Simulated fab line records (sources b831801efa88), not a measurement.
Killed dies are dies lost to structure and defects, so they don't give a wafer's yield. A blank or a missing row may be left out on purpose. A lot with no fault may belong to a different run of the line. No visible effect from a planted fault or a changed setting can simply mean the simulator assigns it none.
fab line records	flow sky130
[record] lots = 12	wafers = 36	lastDay = 50
route steps=708 shown GATE_OXIDE@197 LDD_N@247 LDD_P@262 PAD_OPEN@708
lots untouched by any fault: they come from a run of this same line in which no faults occurred
startH: start of the lot's first displayed wafer, in hours after the record's first day	waitH: hours since the lot's step before	" same as the row above	L1.1+2: a row that stands for several wafers	- either no value or no given start	* or withheld: withheld	< > ~ a bound
route shown NAME@n: NAME is a module with steps in the file, n the number in the route of the first one	usual: mean and standard deviation over wafers with no fault	same: alike in all rows	chamber/n: place in a boat	sites: readings site by site	_std_site: standard deviation of those values	_edge_site: outer sites' mean less inner sites'	radiusMm: for every site, how far away it sits from the centre of the wafer	mask NAME#n: copy n	behind: the most recent tool/chamber to have shaped the wafer	hold: why the lot went on hold/how many hours it stayed there/how the hold came to an end	device: the transistor (n, p or np) that didn't switch	end of line: the route-end tests of the same wafers	a step without rows: its recipe alone	killed: not the wafer's yield, but the dies lost to structure and defects at the first sort	map: the dies of a wafer, with x for killed, . for not killed, _ for no die there
set.NAME: the setting that was run; set.NAME@STEP: the one run at that earlier step	model.NAME: the simulator's own value behind a step, which no gauge read
the route's steps for a sample of lots (tables are steps, rows are wafers)
services: from which hour (startH, from the record's first day; less than 0 if before it) a tool's chamber was out of use, for how many hours, and why
[[steps]]
[step SKY_GATE_OXIDE_OVL_MEAS_10]
[usual] GATE_OXIDE_OVL = 0.6/1.3
lot.wafer	tool	chamber	startH	waitH	GATE_OXIDE_OVL[nm]
L573.3	overlay-01	-	317.40	0.1	-1.9
L573.5	"	-	"	"	-0.8
L573.6	"	-	"	"	-1.3
L575.1	overlay-02	-	331.03	0.1	0.2
L575.4	"	-	"	"	1.6
L575.6	"	-	"	"	0.5
L581.1	overlay-02	-	377.64	0.1	2.1
L581.2	"	-	"	"	-0.4
L581.4	"	-	"	"	-0.6
L583.2	overlay-01	-	395.85	0.1	2.0
L583.4	"	-	"	"	0.5
L583.5	"	-	"	"	1.1
L585.1	overlay-01	-	414.38	0.1	2.1
L585.4	"	-	"	"	0.8
L585.5	"	-	"	"	0.6
L587.3	overlay-02	-	442.25	0.1	0.4
L587.4	"	-	"	"	-0.4
L587.6	"	-	"	"	-1.0
L588.3	overlay-01	-	444.84	0.1	-0.7
L588.5	"	-	"	"	3.4
L588.6	"	-	"	"	0.8
L591.2	overlay-02	-	474.01	0.1	0.2
L591.4	"	-	"	"	-0.1
L591.6	"	-	"	"	0.3
L592.4	overlay-01	-	481.86	0.1	-0.2
L592.5	"	-	"	"	-1.9
L592.6	"	-	"	"	-0.4
L593.3	overlay-01	-	484.35	0.1	-0.7
L593.5	"	-	"	"	1.5
L593.6	"	-	"	"	0.3
L594.3	overlay-01	-	495.46	0.1	1.4
L594.4	"	-	"	"	1.3
L594.5	"	-	"	"	0.2
L595.1	overlay-01	-	500.03	0.1	0.5
L595.2	"	-	"	"	-0.2
L595.6	"	-	"	"	0.7
[step SKY_LDD_N_IMPLANT_10]
[recipe] species = As	energyKev = 20	doseCm2 = 7.5e+13	tiltDeg = withheld	rotationDeg = 203
[usual] doseIonsCm2 = 7.5e+13/8.3e+10	faradayCurrentUA = 423/8.1
lot.wafer	tool	chamber	startH	waitH	doseIonsCm2	faradayCurrentUA
L573.3	implanter-03	0	409.80	0.1	7.495e+13	425
L573.5	"	0	"	"	7.503e+13	417
L573.6	"	0	"	"	7.497e+13	416
L575.1	implanter-01	0	426.64	0.1	7.494e+13	423
L575.4	"	0	"	"	7.51e+13	415
L575.6	"	0	"	"	7.497e+13	432
L581.1	implanter-01	0	477.52	0.1	5.492e+13	319
L581.2	"	0	"	"	5.481e+13	302
L581.4	"	0	"	"	5.483e+13	303
L583.2	implanter-01	0	495.77	0.1	5.49e+13	310
L583.4	"	0	"	"	5.495e+13	311
L583.5	"	0	"	"	5.488e+13	316
L585.1	implanter-03	0	516.82	0.1	7.486e+13	421
L585.4	"	0	"	"	7.501e+13	423
L585.5	"	0	"	"	7.504e+13	432
L587.3	implanter-02	0	543.42	0.1	7.491e+13	433
L587.4	"	0	"	"	7.498e+13	418
L587.6	"	0	"	"	7.491e+13	435
L588.3	implanter-01	0	544.69	0.1	7.495e+13	424
L588.5	"	0	"	"	7.488e+13	414
L588.6	"	0	"	"	7.499e+13	421
L591.2	implanter-03	0	574.12	0.1	7.497e+13	419
L591.4	"	0	"	"	7.5e+13	427
L591.6	"	0	"	"	7.498e+13	430
L592.4	implanter-01	0	581.15	0.1	7.509e+13	420
L592.5	"	0	"	"	7.497e+13	419
L592.6	"	0	"	"	7.503e+13	424
L593.3	implanter-03	0	581.90	0.1	7.495e+13	414
L593.5	"	0	"	"	7.503e+13	416
L593.6	"	0	"	"	7.498e+13	434
L594.3	implanter-02	0	591.04	0.1	7.508e+13	428
L594.4	"	0	"	"	7.514e+13	423
L594.5	"	0	"	"	7.508e+13	425
L595.1	implanter-02	0	595.69	0.1	7.499e+13	425
L595.2	"	0	"	"	7.497e+13	421
L595.6	"	0	"	"	7.492e+13	425
[step SKY_LDD_N_STRIP_16]
[recipe] chemistry = O2/N2	powerW = 1400	pressureMtorr = 1500	platenTempC = withheld	o2FlowSccm = 3000	n2FlowSccm = 300	overashFraction = 0.5
[usual] drypumpMotorCurrentA = 5.6/0.58	n2FlowSccm = 300.1/0.88	oesProductAu = 0.406/0.0044	stripTimeToEndpointS = 4.316/0.013
lot.wafer	tool	chamber	startH	waitH	drypumpMotorCurrentA	n2FlowSccm	oesProductAu	rfHoursCounterH	stripTimeToEndpointS
L573.3	plasmaAsher-01	1	410.68	0.1	5.8	300.6	0.402	-	4.322
L573.5	"	1	"	"	5.8	299.7	0.406	-	4.320
L573.6	"	0	"	"	5.2	300.2	0.401	-	4.313
L575.1	plasmaAsher-02	1	427.54	0.1	4.9	300.2	0.396	73	4.323
L575.4	"	0	"	"	6.4	301.0	0.405	-	4.297
L575.6	"	0	"	"	6.4	299.5	0.403	-	4.317
L581.1	plasmaAsher-02	0	478.42	0.1	6.4	299.8	0.414	78	4.266
L581.2	"	1	"	"	4.9	300.7	0.406	78	4.273
L581.4	"	0	"	"	6.4	298.9	0.408	-	4.278
L583.2	plasmaAsher-01	0	496.65	0.1	5.2	299.5	0.395	66	4.275
L583.4	"	1	"	"	5.9	302.1	0.411	-	4.244
L583.5	"	1	"	"	5.9	300.6	0.399	-	4.268
L585.1	plasmaAsher-03	1	517.72	0.1	4.9	300.9	0.417	8	4.335
L585.4	"	0	"	"	6.2	298.8	0.404	-	4.314
L585.5	"	0	"	"	6.3	300.7	0.409	-	4.330
L587.3	plasmaAsher-01	0	544.31	0.1	5.2	297.9	0.406	-	4.328
L587.4	"	1	"	"	5.8	299.8	0.408	-	4.305
L587.6	"	1	"	"	5.8	299.4	0.399	-	4.322
L588.3	plasmaAsher-02	1	545.57	0.1	4.8	299.8	0.404	-	4.314
L588.5	"	0	"	"	6.4	300.5	0.399	-	4.327
L588.6	"	1	"	"	4.9	299.3	0.399	-	4.315
L591.2	plasmaAsher-03	1	575.00	0.1	4.9	300.9	0.400	14	4.298
L591.4	"	0	"	"	6.2	301.2	0.403	-	4.293
L591.6	"	1	"	"	4.9	301.1	0.401	-	4.280
L592.4	plasmaAsher-03	1	582.01	0.1	4.9	300.2	0.402	-	4.307
L592.5	"	1	"	"	4.9	301.1	0.405	-	4.336
L592.6	"	0	"	"	6.2	300.7	0.406	-	4.313
L593.3	plasmaAsher-02	1	582.78	0.1	4.9	298.8	0.412	-	4.346
L593.5	"	1	"	"	4.8	298.6	0.404	-	4.329
L593.6	"	0	"	"	6.4	298.8	0.409	-	4.335
L594.3	plasmaAsher-02	0	591.92	0.1	6.4	300.2	0.410	-	4.330
L594.4	"	1	"	"	4.8	300.4	0.400	-	4.314
L594.5	"	0	"	"	6.4	300.3	0.404	-	4.337
L595.1	plasmaAsher-01	0	596.59	0.1	5.2	299.9	0.411	76	4.304
L595.2	"	1	"	"	5.8	300.7	0.406	76	4.310
L595.6	"	1	"	"	5.8	300.3	0.413	-	4.316
[step SKY_LDD_P_CD_MEAS_07]
[recipe] targetCdNm = 380
[usual] cdNm = 379.8/2.6
lot.wafer	tool	chamber	startH	waitH	cdNm
L573.3	cdSem-02	-	441.18	0.1	375.0
L573.5	"	-	"	"	378.9
L573.6	"	-	"	"	376.6
L575.1	cdSem-02	-	458.54	0.1	379.9
L575.4	"	-	"	"	379.2
L575.6	"	-	"	"	378.6
L581.1	cdSem-02	-	509.45	0.1	380.8
L581.2	"	-	"	"	382.8
L581.4	"	-	"	"	382.3
L583.2	cdSem-01	-	526.57	0.1	379.0
L583.4	"	-	"	"	380.3
L583.5	"	-	"	"	377.8
L585.1	cdSem-02	-	547.83	0.1	373.7
L585.4	"	-	"	"	377.3
L585.5	"	-	"	"	374.1
L587.3	cdSem-02	-	574.22	0.1	379.6
L587.4	"	-	"	"	379.1
L587.6	"	-	"	"	380.5
L588.3	cdSem-01	-	575.48	0.1	378.3
L588.5	"	-	"	"	377.6
L588.6	"	-	"	"	376.4
L591.2	cdSem-02	-	604.40	0.1	381.4
L591.4	"	-	"	"	381.9
L591.6	"	-	"	"	383.1
L592.4	cdSem-02	-	611.55	0.1	380.6
L592.5	"	-	"	"	382.5
L592.6	"	-	"	"	381.9
L593.3	cdSem-01	-	611.79	0.1	382.2
L593.5	"	-	"	"	383.3
L593.6	"	-	"	"	383.5
L594.3	cdSem-02	-	620.22	0.1	380.7
L594.4	"	-	"	"	381.3
L594.5	"	-	"	"	381.9
L595.1	cdSem-02	-	625.15	0.1	379.8
L595.2	"	-	"	"	378.5
L595.6	"	-	"	"	379.3
[step SKY_LDD_P_STRIP_10]
[recipe] chemistry = O2/N2	powerW = 1400	pressureMtorr = 1500	platenTempC = withheld	o2FlowSccm = 3000	n2FlowSccm = 300	overashFraction = 0.5
[usual] drypumpMotorCurrentA = 5.6/0.4	n2FlowSccm = 299.9/0.87	oesProductAu = 0.715/0.0038	stripTimeToEndpointS = 14.19/0.053
lot.wafer	tool	chamber	startH	waitH	drypumpMotorCurrentA	n2FlowSccm	oesProductAu	rfHoursCounterH	stripTimeToEndpointS
L573.3	plasmaAsher-03	0	441.48	0.1	6.3	299.7	0.712	-	14.19
L573.5	"	1	"	"	4.9	299.7	0.709	-	14.23
L573.6	"	0	"	"	6.3	300.6	0.711	-	14.19
L575.1	plasmaAsher-04	1	458.84	0.1	5.8	299.8	0.712	33	14.13
L575.4	"	0	"	"	5.6	299.0	0.725	-	14.16
L575.6	"	1	"	"	5.9	300.2	0.711	-	14.13
L581.1	plasmaAsher-01	0	509.76	0.1	5.2	300.0	0.712	67	14.22
L581.2	"	1	"	"	5.9	300.2	0.712	67	14.16
L581.4	"	1	"	"	5.8	299.7	0.718	-	14.21
L583.2	plasmaAsher-04	0	526.86	0.1	5.6	299.2	0.716	39	14.15
L583.4	"	0	"	"	5.6	299.5	0.719	-	14.12
L583.5	"	1	"	"	5.8	301.8	0.713	-	14.11
L585.1	plasmaAsher-01	1	548.13	0.1	5.8	301.0	0.715	71	14.16
L585.4	"	1	"	"	5.8	299.6	0.713	-	14.18
L585.5	"	0	"	"	5.2	298.9	0.720	-	14.18
L587.3	plasmaAsher-03	0	574.52	0.1	6.3	300.9	0.716	-	14.21
L587.4	"	1	"	"	4.9	299.5	0.708	-	14.15
L587.6	"	0	"	"	6.2	299.6	0.715	-	14.21
L588.3	plasmaAsher-03	0	575.78	0.1	6.3	299.4	0.711	-	14.29
L588.5	"	0	"	"	6.3	299.7	0.719	-	14.27
L588.6	"	1	"	"	4.9	300.5	0.713	-	14.27
L591.2	plasmaAsher-04	0	604.68	0.1	5.6	299.3	0.718	46	14.19
L591.4	"	0	"	"	5.6	299.3	0.716	-	14.26
L591.6	"	1	"	"	5.8	299.5	0.718	-	14.22
L592.4	plasmaAsher-04	1	611.83	0.1	5.8	301.2	0.720	-	14.22
L592.5	"	0	"	"	5.6	300.0	0.712	-	14.21
L592.6	"	1	"	"	5.8	301.1	0.716	-	14.20
L593.3	plasmaAsher-01	0	612.09	0.1	5.2	302.2	0.714	-	14.14
L593.5	"	0	"	"	5.2	301.9	0.723	-	14.15
L593.6	"	1	"	"	5.8	299.8	0.713	-	14.15
L594.3	plasmaAsher-03	0	620.52	0.1	6.3	299.9	0.710	-	14.24
L594.4	"	1	"	"	4.9	298.5	0.717	-	14.23
L594.5	"	1	"	"	4.9	300.1	0.715	-	14.23
L595.1	plasmaAsher-01	1	625.46	0.1	5.8	299.7	0.714	79	14.17
L595.2	"	0	"	"	5.2	301.0	0.714	79	14.16
L595.6	"	0	"	"	5.2	300.3	0.718	-	14.18
[step SKY_PAD_OPEN_PROBE_99]
[usual] killed_at_M0_to_M3 = 43/6.8	killed_at_M4_up = 3.2/1.8	killedAtContacts = 24/5.2	killedAtFrontEnd = 15/4.2	killedAtOther = 0.4/0.62	killedDies = 85/8.7	killedOpen = 46/6.7	killedShort = 39/5.9
[same] grossDies = 492	killedAtBackSide = 0
lot.wafer	tool	chamber	startH	waitH	killed_at_M0_to_M3	killed_at_M4_up	killedAtContacts	killedAtFrontEnd	killedAtOther	killedDies	killedOpen	killedShort
L585.1	prober-01	-	1147.32	0.1	33	1	22	14	0	70	41	29
L585.4	prober-01	-	1147.47	0.2	45	3	21	8	0	77	49	28
L585.5	prober-01	-	1147.52	0.2	45	7	26	12	0	90	48	42
L588.3	prober-02	-	1164.02	0.2	56	4	22	20	0	102	57	45
L588.5	prober-02	-	1164.12	0.2	51	2	14	23	1	91	48	43
L588.6	prober-02	-	1164.17	0.2	38	4	18	17	1	78	38	40
L591.2	prober-01	-	1181.49	0.1	49	1	26	19	0	95	52	43
L591.4	prober-01	-	1181.59	0.2	49	4	29	10	0	92	51	41
L591.6	prober-01	-	1181.69	0.2	38	6	21	13	1	79	39	39
L593.3	prober-01	-	1187.46	0.2	34	4	18	12	0	68	35	33
L593.5	prober-01	-	1187.56	0.2	43	2	24	14	0	83	49	34
L593.6	prober-01	-	1187.61	0.2	44	6	34	14	0	98	45	53
L594.3	prober-02	-	1190.73	0.2	40	1	16	17	1	75	34	41
L594.4	prober-02	-	1190.78	0.2	44	3	26	13	1	87	43	42
L594.5	prober-02	-	1190.83	0.2	45	3	21	14	1	84	51	32
// killed by level:class
L585.1 VIA1:geometricParticle:open=7 VIA2:geometricParticle:open=7 LI_CONTACT:geometricParticle:open=6 LOCAL_INTERCONNECT:geometricParticle:short=6 CONTACT:geometricParticle:open=6 METAL1:geometricParticle:short=5 VIA3:geometricParticle:open=5 FIELD_ISO:geometricParticle:open=4
L585.4 VIA1:geometricParticle:open=10 CONTACT:geometricParticle:open=7 METAL1:geometricParticle:short=6 VIA2:geometricParticle:open=6 VIA3:geometricParticle:open=6 FIELD_ISO:geometricParticle:open=5 LI_CONTACT:geometricParticle:open=5 CONTACT:geometricParticle:short=5
L585.5 CONTACT:geometricParticle:open=9 VIA1:geometricParticle:open=8 LOCAL_INTERCONNECT:geometricParticle:short=7 VIA2:geometricParticle:open=7 CONTACT:geometricParticle:short=6 VIA3:geometricParticle:open=5 VIA1:geometricParticle:short=5 METAL2:geometricParticle:short=5
L588.3 VIA1:geometricParticle:open=13 VIA3:geometricParticle:open=9 FIELD_ISO:geometricParticle:open=8 CONTACT:geometricParticle:open=8 METAL1:geometricParticle:short=7 METAL2:geometricParticle:open=7 LOCAL_INTERCONNECT:geometricParticle:short=6 VIA1:geometricParticle:short=6
L588.5 VIA1:geometricParticle:open=11 VIA2:geometricParticle:open=8 VIA3:geometricParticle:open=7 FIELD_ISO:geometricParticle:short=6 POLY_GATE:geometricParticle:open=6 METAL1:geometricParticle:short=6 METAL2:geometricParticle:short=6 FIELD_ISO:geometricParticle:open=5
L588.6 VIA1:geometricParticle:short=9 VIA1:geometricParticle:open=9 LOCAL_INTERCONNECT:geometricParticle:short=6 CONTACT:geometricParticle:open=6 VIA2:geometricParticle:open=6 FIELD_ISO:geometricParticle:open=5 FIELD_ISO:geometricParticle:short=5 LI_CONTACT:geometricParticle:open=4
L591.2 VIA1:geometricParticle:open=14 CONTACT:geometricParticle:open=10 VIA3:geometricParticle:open=9 VIA1:geometricParticle:short=7 FIELD_ISO:geometricParticle:short=5 LOCAL_INTERCONNECT:geometricParticle:short=5 METAL1:geometricParticle:short=5 POLY_GATE:geometricParticle:short=4
L591.4 VIA1:geometricParticle:open=11 CONTACT:geometricParticle:open=10 VIA2:geometricParticle:open=8 LI_CONTACT:geometricParticle:open=7 METAL1:geometricParticle:short=7 CONTACT:geometricParticle:short=6 METAL2:geometricParticle:short=5 VIA3:geometricParticle:open=5
L591.6 METAL1:geometricParticle:short=11 VIA1:geometricParticle:open=8 CONTACT:geometricParticle:short=8 LI_CONTACT:geometricParticle:open=7 VIA3:geometricParticle:open=7 CONTACT:geometricParticle:open=5 FIELD_ISO:geometricParticle:short=4 POLY_GATE:geometricParticle:open=4
L593.3 VIA1:geometricParticle:open=10 CONTACT:geometricParticle:short=5 VIA3:geometricParticle:open=4 VIA3:geometricParticle:short=4 LOCAL_INTERCONNECT:geometricParticle:short=4 CONTACT:geometricParticle:open=4 METAL1:geometricParticle:short=4 METAL2:geometricParticle:short=4
L593.5 CONTACT:geometricParticle:open=13 VIA1:geometricParticle:open=13 METAL1:geometricParticle:short=8 VIA3:geometricParticle:short=6 VIA2:geometricParticle:open=5 POLY_GATE:geometricParticle:open=4 LI_CONTACT:geometricParticle:open=4 FIELD_ISO:geometricParticle:open=3
L593.6 LI_CONTACT:geometricParticle:open=9 CONTACT:geometricParticle:open=9 VIA1:geometricParticle:short=7 METAL2:geometricParticle:short=7 LI_CONTACT:geometricParticle:short=6 VIA1:geometricParticle:open=6 VIA2:geometricParticle:open=6 POLY_GATE:geometricParticle:open=5
L594.3 VIA1:geometricParticle:open=15 FIELD_ISO:geometricParticle:short=6 CONTACT:geometricParticle:short=5 CONTACT:geometricParticle:open=5 METAL1:geometricParticle:short=5 VIA1:geometricParticle:short=5 SPACER:geometricParticle:short=4 LI_CONTACT:geometricParticle:open=4
L594.4 METAL2:geometricParticle:short=11 LI_CONTACT:geometricParticle:open=9 VIA2:geometricParticle:open=8 LOCAL_INTERCONNECT:geometricParticle:short=7 CONTACT:geometricParticle:open=7 METAL1:geometricParticle:short=7 FIELD_ISO:geometricParticle:short=6 VIA1:geometricParticle:open=4
L594.5 VIA1:geometricParticle:open=9 VIA3:geometricParticle:open=9 LI_CONTACT:geometricParticle:open=8 METAL2:geometricParticle:short=7 CONTACT:geometricParticle:open=5 VIA2:geometricParticle:open=5 METAL1:geometricParticle:short=4 METAL2:geometricParticle:open=4
[[services]]
tool	chamber	startH	hours	kind
plasmaAsher-01	-	407.28	2.8	pm
implanter-02	-	409.17	4.1	repair
plasmaAsher-03	-	421.28	9.0	pm
plasmaAsher-03	0	421.28	9.0	ventCycle
plasmaAsher-03	1	421.28	9.0	ventCycle
plasmaAsher-03	0	430.28	-	clean
plasmaAsher-03	1	430.28	-	clean
implanter-03	-	437.06	1.8	pm
implanter-03	-	449.85	2.4	repair
plasmaAsher-03	-	489.02	14.6	pm
implanter-02	-	503.53	3.3	repair
plasmaAsher-04	-	509.19	14.6	pm
implanter-01	-	527.61	5.5	repair
plasmaAsher-04	-	555.10	6.4	repair
plasmaAsher-04	-	555.39	1.1	repair
implanter-01	-	586.32	25.1	pm
implanter-03	-	589.34	141.5	pm
implanter-01	-	611.43	31.3	pm
[[key]]
[firstSign] step = SKY_LDD_N_IMPLANT_10	reading = doseIonsCm2	direction = down	sigmas = 99+	usual = *	struck = *
[effect] step = SKY_LDD_N_IMPLANT_10	reading = faradayCurrentUA	direction = down	sigmas = 14	usual = 423	struck = 310
[effect] step = SKY_LDD_N_STRIP_16	reading = stripTimeToEndpointS	direction = down	sigmas = 3.7	usual = *	struck = *
metAt SKY_LDD_N_IMPLANT_10
struckLots L581,L583
testerLeftOut L581,L583
notActingAt SKY_GATE_OXIDE_OVL_MEAS_10,SKY_LDD_P_CD_MEAS_07,SKY_LDD_P_STRIP_10
onsetBetween 426.64 477.52
[fault] kind = processParameterDrift	tool = implanter-01	chamber = -	onsetH = 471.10	steps = SKY_LDD_N_IMPLANT_10	channel = doseCm2	offset = *	shape = step	endH = 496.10	actsIn = *	stated = *
// testerLeftOut: of these lots the tester's yield and bins aren't shown, on N5 and GAA mostly nor the transistor test; their killed dies are dies lost to structure and defects alone, not to doping, threshold or leakage, so they don't give the yield
